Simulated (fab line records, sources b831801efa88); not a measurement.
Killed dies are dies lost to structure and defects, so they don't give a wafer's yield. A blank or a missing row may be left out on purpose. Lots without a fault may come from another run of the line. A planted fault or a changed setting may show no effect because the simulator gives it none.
A struck lot beside a sound one | flow sky130 | 16 steps out of a route of 708
Sound: wafers L331.2, L331.5, L331.6. Struck: wafer L340.4. (L340.2, L340.3 of the same lot were not struck and are left out.) The cause comes at the end.
At each step with rows: each side's tool, then ch and its chambers, then its first start. Under that, the readings that differ: sound wafers | struck wafers | difference of the means | sigmas: that difference in standard deviations of wafers without a fault.
alike: readings whose means differ by less than 2 such deviations, and words and numbers that are the same on both sides. not compared: withheld readings, readings that some wafer has no value for, bounds like >300 that may hide the same value, and numbers for which the record gives no deviation and whose values overlap.
The two part at a step that has a row with sigmas, a row that says differs or no value, or rows on one side only. Numbers that don't overlap but have no deviation are shown without sigmas and don't part them. A reading that every wafer of one side lacks parts them only if that side has two wafers or more.

SKY_VIA1_CMP_02: polishes SiO2.
  sound on cmp-02 ch 1,2,3, day 36 19:47; struck on cmp-01 ch 1, day 39 04:58
  alike: edge_zone_pressure_frac, motor_current_A
SKY_VIA1_BOW_MEAS_03:
  sound on film_metro-03, day 36 20:01; struck on film_metro-04, day 39 05:17
  alike: VIA1_BOW
then, 8 steps without rows for these wafers: SKY_VIA1_DEHYDRATE_04 (time 60 s); SKY_VIA1_HMDS_05 (prime time 60 s); SKY_VIA1_COAT_06 (resist thk 60 nm); SKY_VIA1_COAT_07 (resist thk 450 nm); SKY_VIA1_SOFTBAKE_08 (time 90 s); SKY_VIA1_EXPOSE_09 (exposes mask VIM, target cd 150 nm); SKY_VIA1_PEB_10; SKY_VIA1_DEVELOP_11 (develop time 60 s).
SKY_VIA1_CD_MEAS_12: target cd 150 nm.
  sound on cd_sem-02, day 37 21:55; struck on cd_sem-02, day 40 06:01
  alike: cd_nm
SKY_VIA1_OVL_MEAS_13:
  sound on overlay-01, day 37 22:02; struck on overlay-02, day 40 06:08
  alike: VIA1_OVL
SKY_VIA1_ETCH_14: etches BARC in N2/H2, stops on SiO2, time 45.9 s, target depth 60 nm.
  sound on rie_diel-03 ch 1,2,3, day 37 22:04; struck on rie_diel-04 ch 1, day 40 06:10
  reading                                     | sound             | struck | difference | sigmas
  oes_product_au (a.u.)                       | 0.860 0.860 0.854 | 0.822  | -0.036     | -8
  model.KrF-thick_of_VIA1_COAT_07.thk_nm (nm) | 391.6 390.3 392.5 | 402    | +11        |
  model.etch.depth_nm (nm)                    | 60.08 59.84 60.16 | 56.55  | -3.48      |
  alike: drypump_motor_current_A, rf_fwd_power_W, throttle_valve_pct
  not compared: rf_hours_counter_h
SKY_VIA1_ETCH_15: etches SiO2 in C4F8/O2/Ar, stops on TiN, target depth 351 nm, time 54 s.
  sound on rie_diel-03 ch 1,2,3, day 37 22:06; struck on rie_diel-04 ch 1, day 40 06:12
  reading                                     | sound             | struck | difference | sigmas
  oes_product_au (a.u.)                       | 0.975 0.984 0.991 | 0.386  | -0.597     | -99 or more
  model.KrF-thick_of_VIA1_COAT_07.thk_nm (nm) | 323.5 320.3 322.5 | 332.2  | +10.1      |
  alike: rf_fwd_power_W
  not compared: rf_hours_counter_h
SKY_VIA1_STRIP_16: strips in O2/N2.
  sound on plasma_asher-01 ch 0,1, day 37 22:09; struck on plasma_asher-04 ch 0, day 40 06:15
  reading                      | sound             | struck | difference | sigmas
  strip_time_to_endpoint_s (s) | 4.470 4.434 4.453 | 4.566  | +0.114     | +5
  alike: drypump_motor_current_A, oes_product_au
  not compared: rf_hours_counter_h
then, 1 step without rows for these wafers: SKY_VIA1_STRIP_17 (strips in post etch residue remover, time 1200 s).

WHERE THEY PART
First at SKY_VIA1_ETCH_14; last, within this record, at SKY_VIA1_STRIP_16.

WHY: what the simulator had put in
Process parameter drift: rie_diel-04, from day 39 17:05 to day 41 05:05, at SKY_VIA1_ETCH_14. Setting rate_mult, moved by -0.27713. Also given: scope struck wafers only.
